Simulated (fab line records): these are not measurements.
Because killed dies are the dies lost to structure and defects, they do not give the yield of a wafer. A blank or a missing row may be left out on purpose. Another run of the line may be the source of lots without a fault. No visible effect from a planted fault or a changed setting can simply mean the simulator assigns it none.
What tool caused it? | flow gf180mcu | Sampling: 12 lots, 36 wafers, 5 of 602 route steps

## WHAT EACH GAUGE READ, for each wafer
GF_V3_CD_MEAS_14 targets a cd of 260 nm.
lot  | measured     | on        | cd nm (nm)
L762 | day 22 04:17 | cd sem-01 | 258.8 259.7 259.0
L764 | day 23 05:08 | cd sem-01 | 261.4 261.7 260.7
L767 | day 24 02:25 | cd sem-01 | 259.4 260.4 258.7
L769 | day 25 00:32 | cd sem-02 | 258.8 259.3 259.1
L771 | day 25 12:38 | cd sem-02 | 260.0 259.9 259.4
L772 | day 25 20:34 | cd sem-02 | 260.9 261.6 261.6
L773 | day 26 06:23 | cd sem-02 | 261.5 261.9 261.1
L774 | day 26 11:59 | cd sem-01 | 260.6 260.4 259.9
L782 | day 29 00:48 | cd sem-01 | 260.0 259.4 259.7
L783 | day 29 02:02 | cd sem-01 | 258.2 258.0 258.4
L784 | day 29 05:51 | cd sem-01 | 259.2 258.4 258.6
L785 | day 29 16:08 | cd sem-01 | 259.7 260.9 260.5

GF_V4_THK_MEAS_03.
lot  | measured     | on            | V4_CVD_02_THK (nm)
L762 | day 23 05:54 | film metro-02 | 847 830 856
L764 | day 24 06:11 | film metro-01 | 844 850 867
L767 | day 25 03:04 | film metro-03 | 838 854 849
L769 | day 26 01:01 | film metro-02 | 854 872 871
L771 | day 26 11:51 | film metro-02 | 842 850 854
L772 | day 26 20:17 | film metro-02 | 843 470 849
L773 | day 27 05:46 | film metro-02 | 465 862 855
L774 | day 27 11:22 | film metro-02 | 835 465 849
L782 | day 29 22:13 | film metro-03 | 840 842 852
L783 | day 29 23:50 | film metro-02 | 856 846 867
L784 | day 30 03:04 | film metro-03 | 821 830 834
L785 | day 30 13:26 | film metro-01 | 839 856 841

## WHAT TOOL EACH LOT RAN ON (gives the tool, then ch and the chambers of the sampled wafers, and finally the start)
lot  | GF_V3_CVD_23                  | GF_M4_STRIP_17                       | GF_V4_CVD_02
L762 | cvd w-01 ch 0,1, day 22 05:13 | plasma asher-04 ch 0,1, day 23 05:02 | pecvd-04 ch 1,2, day 23 05:50
L764 | cvd w-01 ch 0,1, day 23 06:07 | plasma asher-01 ch 0,1, day 24 05:26 | pecvd-02 ch 0,1,2, day 24 06:07
L767 | cvd w-02 ch 0,1, day 24 03:19 | plasma asher-03 ch 0,1, day 25 02:19 | pecvd-03 ch 0,2, day 25 02:59
L769 | cvd w-02 ch 1, day 25 01:31   | plasma asher-03 ch 0,1, day 26 00:16 | pecvd-02 ch 1,2, day 26 00:56
L771 | cvd w-01 ch 0,1, day 25 13:37 | plasma asher-03 ch 0,1, day 26 11:07 | pecvd-04 ch 0,1,2, day 26 11:47
L772 | cvd w-01 ch 0,1, day 25 21:29 | plasma asher-01 ch 0,1, day 26 19:31 | pecvd-04 ch 1,2, day 26 20:13
L773 | cvd w-02 ch 0,1, day 26 07:16 | plasma asher-03 ch 0,1, day 27 04:56 | pecvd-04 ch 1,2, day 27 05:41
L774 | cvd w-01 ch 0,1, day 26 12:55 | plasma asher-04 ch 0,1, day 27 10:37 | pecvd-04 ch 0,1,2, day 27 11:17
L782 | cvd w-01 ch 0,1, day 29 01:45 | plasma asher-01 ch 0,1, day 29 21:27 | pecvd-04 ch 0,1,2, day 29 22:09
L783 | cvd w-02 ch 0, day 29 02:58   | plasma asher-01 ch 0,1, day 29 23:05 | pecvd-03 ch 0,2, day 29 23:46
L784 | cvd w-01 ch 0,1, day 29 06:47 | plasma asher-01 ch 0,1, day 30 02:17 | pecvd-04 ch 0,1,2, day 30 02:59
L785 | cvd w-02 ch 0,1, day 29 17:02 | plasma asher-04 ch 0,1, day 30 12:41 | pecvd-02 ch 1,2, day 30 13:20
- GF_V3_CVD_23: deposits W, target thk 350 nm, time 104.9 s.
- GF_M4_STRIP_17: strips in O2/N2.
- GF_V4_CVD_02: deposits SiO2 from TEOS, target thk 850 nm, time 94.851 s.

## AS READ BY THE TOOLS THEMSELVES (means over the sampled wafers that have a number; for cases with no such wafer, the mark the record gives instead)
GF_V3_CVD_23.
lot  | tool     | heater power w (W)
L762 | cvd w-01 | 911
L764 | cvd w-01 | 916
L767 | cvd w-02 | 838
L769 | cvd w-02 | 835
L771 | cvd w-01 | 898
L772 | cvd w-01 | 916
L773 | cvd w-02 | 829
L774 | cvd w-01 | 899
L782 | cvd w-01 | 899
L783 | cvd w-02 | 840
L784 | cvd w-01 | 917
L785 | cvd w-02 | 848

GF_M4_STRIP_17.
lot  | tool            | drypump motor current A (A) | heater power w (W) | oes product au (a.u.) | strip time to endpoint s (s)
L762 | plasma asher-04 | 6.0                         | 312                | 0.533                 | 7.35
L764 | plasma asher-01 | 5.7                         | 328                | 0.540                 | 7.43
L767 | plasma asher-03 | 5.0                         | 340                | 0.539                 | 7.42
L769 | plasma asher-03 | 5.0                         | 344                | 0.544                 | 7.47
L771 | plasma asher-03 | 5.0                         | 337                | 0.536                 | 7.33
L772 | plasma asher-01 | 5.7                         | 390                | 0.542                 | 7.42
L773 | plasma asher-03 | 5.0                         | 346                | 0.532                 | 7.36
L774 | plasma asher-04 | 6.0                         | 312                | 0.538                 | 7.43
L782 | plasma asher-01 | 5.7                         | 331                | 0.539                 | 7.37
L783 | plasma asher-01 | 5.7                         | 335                | 0.536                 | 7.38
L784 | plasma asher-01 | 5.7                         | 391                | 0.541                 | 7.40
L785 | plasma asher-04 | 5.9                         | 315                | 0.538                 | 7.41

GF_V4_CVD_02.
lot  | tool     | heater power w (W)
L762 | pecvd-04 | 695
L764 | pecvd-02 | 623
L767 | pecvd-03 | 644
L769 | pecvd-02 | 679
L771 | pecvd-04 | 758
L772 | pecvd-04 | 765
L773 | pecvd-04 | 712
L774 | pecvd-04 | 700
L782 | pecvd-04 | 789
L783 | pecvd-03 | 640
L784 | pecvd-04 | 785
L785 | pecvd-02 | 591

## THE ANSWER, worked out from the rows above alone
Rule: what is usual is taken from the lots themselves. The widest of any qualifying gaps counts: lots, ordered by their means at a reading, are off when they make up no more than a third of the lots, leave a main group of 4 or more, and stand apart from it by 3 or more times the standard deviation of that group's means. The tables above print the reading to a certain number of digits; a main group whose means all agree to those digits is not used. Also off: a lot with no number at a reading for which 4 or more lots have one. Any other lot the step has rows for is counted as sound. The gauges are gone through in route order, then the tools' own readings, and for those a lot's mean is taken as printed above. The first step at which some lot is off is used, and at that step the reading that is off furthest; a lot without a number counts as furthest.
Off: L772, L773, L774, seen at GF_V4_THK_MEAS_03 (V4_CVD_02_THK). The main group has a mean of 848 nm with a standard deviation of 9.6.
A tool fits if, at a process step before that reading, it ran every lot that is off, and no sound lot after the first of them. Gauges at GF_V4_THK_MEAS_03: tried the same way as those tools. Of those tried, none fits.

## WHAT THE SIMULATOR HAD PUT IN
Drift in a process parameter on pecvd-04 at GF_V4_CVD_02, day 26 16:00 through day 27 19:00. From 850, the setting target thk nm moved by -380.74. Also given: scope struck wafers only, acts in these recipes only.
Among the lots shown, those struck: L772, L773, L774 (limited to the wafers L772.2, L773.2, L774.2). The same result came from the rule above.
